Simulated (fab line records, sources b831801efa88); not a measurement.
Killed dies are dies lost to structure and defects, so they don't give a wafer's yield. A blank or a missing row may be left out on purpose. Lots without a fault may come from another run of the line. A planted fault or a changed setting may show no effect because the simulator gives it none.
Which tool did it? | flow gf180mcu | 24 lots, 72 wafers sampled, at 5 steps of a route of 602

WHAT THE GAUGES READ, wafer by wafer
GF_STI_THK_MEAS_04. Usual: STI_CVD_03_THK 207.0 nm, standard deviation 1.8.
lot  | measured    | on            | STI_CVD_03_THK (nm) | flag
L074 | day 1 17:14 | film_metro-04 | 208.9 208.3 208.3   |
L075 | day 1 21:35 | film_metro-02 | 207.0 206.6 205.2   |
L076 | day 2 00:32 | film_metro-04 | 203.9 206.2 203.2   |
L077 | day 2 04:59 | film_metro-02 | 205.8 206.3 207.1   |
L078 | day 2 11:48 | film_metro-04 | 206.9 207.8 208.7   |
L079 | day 2 16:31 | film_metro-03 | 208.8 209.4 210.1   |
L080 | day 2 20:44 | film_metro-02 | 206.5 206.1 206.0   |
L081 | day 3 01:10 | film_metro-02 | 211.8 209.1 212.1   |
L082 | day 3 06:41 | film_metro-04 | 207.9 207.1 207.1   |
L083 | day 3 14:17 | film_metro-03 | 206.1 204.8 206.2   |
L084 | day 3 16:15 | film_metro-04 | 206.8 207.0 208.3   |
L085 | day 3 20:34 | film_metro-03 | 208.7 208.7 208.3   |
L086 | day 4 02:31 | film_metro-04 | 208.7 209.0 208.8   |
L087 | day 4 06:59 | film_metro-04 | 206.8 209.1 207.2   |
L088 | day 4 11:34 | film_metro-03 | 204.5 207.8 206.1   |
L089 | day 4 17:36 | film_metro-02 | 202.6 203.9 203.6   |
L090 | day 4 22:01 | film_metro-02 | 206.0 207.2 207.5   |
L091 | day 5 03:34 | film_metro-04 | 209.6 209.1 208.8   |
L092 | day 5 07:34 | film_metro-03 | 209.5 208.3 208.2   |
L093 | day 5 13:14 | film_metro-04 | 205.4 206.1 205.4   |
L094 | day 5 17:35 | film_metro-02 | 206.9 208.4 207.7   |
L095 | day 5 22:34 | film_metro-03 | 204.9 205.4 206.2   |
L096 | day 6 03:34 | film_metro-04 | 206.8 205.9 206.6   |
L097 | day 6 08:34 | film_metro-02 | 206.7 206.0 206.8   |

GF_VT_IMPLANT_TW_MEAS_43. Usual: VT_IMPLANT_4_TW 688, standard deviation 6.2.
lot  | measured     | on            | VT_IMPLANT_4_TW | flag
L074 | day 7 18:35  | film_metro-03 | 687 689 686     |
L075 | day 7 21:43  | film_metro-04 | 688 685 687     |
L076 | day 8 05:30  | film_metro-04 | 685 685 684     |
L077 | day 8 10:40  | film_metro-03 | 687 683 683     |
L078 | day 8 20:37  | film_metro-03 | 684 683 691     |
L079 | day 8 23:25  | film_metro-04 | 683 682 684     |
L080 | day 9 07:43  | film_metro-04 | 686 687 684     |
L081 | day 9 08:58  | film_metro-04 | 690 687 689     |
L082 | day 9 16:50  | film_metro-01 | 698 697 695     |
L083 | day 10 05:12 | film_metro-01 | 697 694 702     |
L084 | day 10 10:21 | film_metro-03 | 688 688 690     |
L085 | day 10 12:40 | film_metro-01 | 695 695 696     |
L086 | day 10 22:38 | film_metro-01 | 699 701 699     |
L087 | day 11 07:19 | film_metro-04 | 685 680 686     |
L088 | day 11 11:46 | film_metro-04 | 682 682 682     |
L089 | day 11 19:01 | film_metro-04 | 684 685 684     |
L090 | day 12 01:14 | film_metro-03 | 685 682 681     |
L091 | day 12 08:01 | film_metro-03 | 683 682 682     |
L092 | day 12 15:08 | film_metro-01 | 695 698 703     |
L093 | day 12 22:43 | film_metro-04 | 682 684 686     |
L094 | day 13 03:54 | film_metro-04 | 690 688 687     |
L095 | day 13 11:17 | film_metro-04 | 689 684 686     |
L096 | day 13 19:02 | film_metro-01 | 701 701 699     |
L097 | day 13 22:56 | film_metro-03 | 682 688 684     |

GF_M2_CD_MEAS_14: target cd 280 nm. Usual: cd_nm 279.8 nm, standard deviation 1.
lot  | measured     | on        | cd_nm (nm)        | flag
L074 | day 19 09:07 | cd_sem-01 | 279.6 279.3 280.1 |
L075 | day 19 10:11 | cd_sem-01 | 279.5 281.2 279.7 |
L076 | day 20 04:16 | cd_sem-01 | 280.4 280.9 279.7 |
L077 | day 20 10:28 | cd_sem-02 | 280.6 278.8 278.7 |
L078 | day 21 01:39 | cd_sem-01 | 279.9 279.2 280.0 |
L079 | day 21 04:01 | cd_sem-02 | 277.2 278.3 278.1 |
L080 | day 21 14:58 | cd_sem-01 | 280.1 279.9 279.5 |
L081 | day 21 17:28 | cd_sem-02 | 279.5 280.7 281.6 |
L082 | day 22 03:13 | cd_sem-01 | 281.6 281.0 280.3 |
L083 | day 22 20:03 | cd_sem-02 | 280.2 281.1 278.4 |
L084 | day 23 04:26 | cd_sem-01 | 280.0 279.7 278.9 |
L085 | day 23 10:49 | cd_sem-02 | 279.5 279.4 278.9 |
L086 | day 23 17:20 | cd_sem-02 | 280.2 280.2 280.2 |
L087 | day 24 05:28 | cd_sem-02 | 280.4 280.4 279.4 |
L088 | day 24 07:52 | cd_sem-02 | 278.5 278.6 279.1 |
L089 | day 24 18:58 | cd_sem-01 | 280.5 280.2 279.3 |
L090 | day 25 01:47 | cd_sem-02 | 278.3 278.7 277.2 |
L091 | day 25 07:13 | cd_sem-02 | 280.7 280.6 279.6 |
L092 | day 25 16:22 | cd_sem-01 | 279.7 278.4 280.3 |
L093 | day 25 19:00 | cd_sem-02 | 278.6 280.9 279.3 |
L094 | day 26 09:00 | cd_sem-02 | 278.9 280.7 279.8 |
L095 | day 26 10:49 | cd_sem-01 | 280.1 280.5 280.7 |
L096 | day 26 18:58 | cd_sem-01 | 281.9 282.0 281.6 |
L097 | day 27 05:58 | cd_sem-02 | 279.5 279.4 278.3 |

GF_V2_BOW_MEAS_05. Usual: V2_BOW 97 um, standard deviation 7.8.
lot  | measured     | on            | V2_BOW (um) | flag
L074 | day 19 10:31 | film_metro-03 | 105 98 103  |
L075 | day 19 11:34 | film_metro-01 | 109 99 101  |
L076 | day 20 05:38 | film_metro-02 | 98 97 92    |
L077 | day 20 11:50 | film_metro-02 | 92 100 100  |
L078 | day 21 03:02 | film_metro-02 | 100 107 97  |
L079 | day 21 05:24 | film_metro-02 | 89 103 95   |
L080 | day 21 16:41 | film_metro-02 | 89 79 92    |
L081 | day 21 18:59 | film_metro-03 | 104 102 95  |
L082 | day 22 04:36 | film_metro-01 | 90 91 97    |
L083 | day 22 21:39 | film_metro-01 | 102 106 99  |
L084 | day 23 05:49 | film_metro-01 | 109 89 91   |
L085 | day 23 12:17 | film_metro-02 | 100 100 107 |
L086 | day 23 18:50 | film_metro-01 | 97 97 90    |
L087 | day 24 06:50 | film_metro-02 | 98 96 95    |
L088 | day 24 09:15 | film_metro-03 | 96 99 102   |
L089 | day 24 20:21 | film_metro-02 | 93 107 96   |
L090 | day 25 03:13 | film_metro-01 | 95 90 99    |
L091 | day 25 08:37 | film_metro-02 | 99 107 94   |
L092 | day 25 17:46 | film_metro-02 | 93 106 104  |
L093 | day 25 20:23 | film_metro-03 | 99 95 105   |
L094 | day 26 10:34 | film_metro-03 | 97 102 92   |
L095 | day 26 12:14 | film_metro-02 | 84 80 83    |
L096 | day 26 20:29 | film_metro-02 | 111 93 108  |
L097 | day 27 07:26 | film_metro-02 | 108 98 99   |

GF_V3_OVL_MEAS_15. Usual: V3_OVL 3 nm, standard deviation 5.8.
lot  | measured     | on         | V3_OVL (nm) | flag
L074 | day 22 12:50 | overlay-02 | -8 -8 -4    |
L075 | day 22 14:17 | overlay-01 | 2 4 3       |
L076 | day 23 08:25 | overlay-02 | 2 9 8       |
L077 | day 23 12:47 | overlay-01 | 7 4 -2      |
L078 | day 24 02:44 | overlay-02 | -4 -4 -4    |
L079 | day 24 04:56 | overlay-01 | 11 14 4     |
L080 | day 24 15:55 | overlay-01 | 7 8 -2      |
L081 | day 24 18:27 | overlay-02 | 9 10 11     |
L082 | day 25 02:23 | overlay-02 | -3 4 5      |
L083 | day 25 17:56 | overlay-01 | 10 -2 0     |
L084 | day 26 02:00 | overlay-01 | 19 8 21     |
L085 | day 26 08:38 | overlay-01 | 2 -5 1      |
L086 | day 26 14:08 | overlay-01 | -5 4 0      |
L087 | day 27 01:29 | overlay-02 | 3 4 4       |
L088 | day 27 02:11 | overlay-01 | 6 6 2       |
L089 | day 27 14:35 | overlay-02 | -2 13 6     |
L090 | day 27 19:05 | overlay-02 | 2 1 -3      |
L091 | day 28 01:13 | overlay-01 | -2 -2 -1    |
L092 | day 28 10:40 | overlay-02 | -2 -6 -8    |
L093 | day 28 13:38 | overlay-02 | 15 5 10     |
L094 | day 29 02:18 | overlay-01 | 5 2 5       |
L095 | day 29 04:22 | overlay-01 | 3 2 -4      |
L096 | day 29 11:02 | overlay-01 | -1 1 7      |
L097 | day 29 21:26 | overlay-01 | 6 9 -2      |

WHICH TOOL RAN EACH LOT (tool, then ch and the chambers of the sampled wafers, then the start)
The record holds no process step before these readings.

WHAT THE TOOLS THEMSELVES READ (means of the sampled wafers that have a number; where no wafer has one, the mark that the record gives instead)
The record holds no such reading with a usual standard deviation.

THE ANSWER, worked out from the rows above alone
Rule: a lot is off if the mean of its wafers that have a number lies more than 3 standard deviations from the usual mean. A lot without any number at a reading at which 4 lots or more have one is off too. The other lots that the step has rows for count as sound. The gauges are gone through in route order, then the tools' own readings, and for those a lot's mean is taken as printed above. The first step at which some lot is off is used, and at that step the reading that is off furthest; a lot without a number counts as furthest.
No lot is off at any reading shown: from this, nothing can be told.

WHAT THE SIMULATOR HAD PUT IN
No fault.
